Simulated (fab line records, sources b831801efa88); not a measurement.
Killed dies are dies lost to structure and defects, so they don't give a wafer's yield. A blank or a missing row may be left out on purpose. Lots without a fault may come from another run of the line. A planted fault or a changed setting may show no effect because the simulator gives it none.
Chamber matching | flow sky130 | SKY_VIA2_ETCH_15 on rie_diel-02: 4 sister chambers
The step etches SiO2 in C4F8/O2/Ar, stops on TiN, target depth 546 nm, time 84 s. 4 wafers are shown with their chamber, then 7 later ones without.

WAFERS WITH THEIR CHAMBER
wafer  | chamber | chamber_pressure_mTorr (mTorr)
L087.5 | 0       | 39.95
L087.6 | 1       | 39.94
L092.2 | 2       | 40.10
L092.4 | 3       | 40.01

WAFERS WITHOUT THEIR CHAMBER
wafer  | chamber_pressure_mTorr (mTorr)
L092.5 | 39.95
L091.2 | 40.05
L091.4 | 40.04
L091.5 | 40.04
L096.1 | 40.02
L096.2 | 40.02
L096.5 | 39.98

WHICH CHAMBER EACH WENT THROUGH
wafer  | from the rows above          | in truth
L092.5 | can't be placed: 0 or 1      | 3
L091.2 | can't be placed: 3 or 2      | 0
L091.4 | can't be placed: 3 or 2      | 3
L091.5 | can't be placed: 3 or 2      | 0
L096.1 | 3                            | 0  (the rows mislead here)
L096.2 | 3                            | 3
L096.5 | can't be placed: 0 or 3 or 1 | 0
Placed correctly: 1 of 7. Can't be placed from these rows: 5 (the true chamber is among the candidates in 2). Placed wrongly: 1.
How it was worked out, from the rows above alone: a wafer's distance from a chamber is the root of the sum, over the readings, of the square of ((its reading less the chamber's mean) divided by the reading's scatter). The wafer belongs to the nearest chamber; if the next one is less than 2 further off, it can't be placed. A chamber's mean is the mean of its shown wafers. The scatter: with one shown wafer a chamber, the root of the mean of the squares of how far each hidden wafer lies from its nearest shown one.
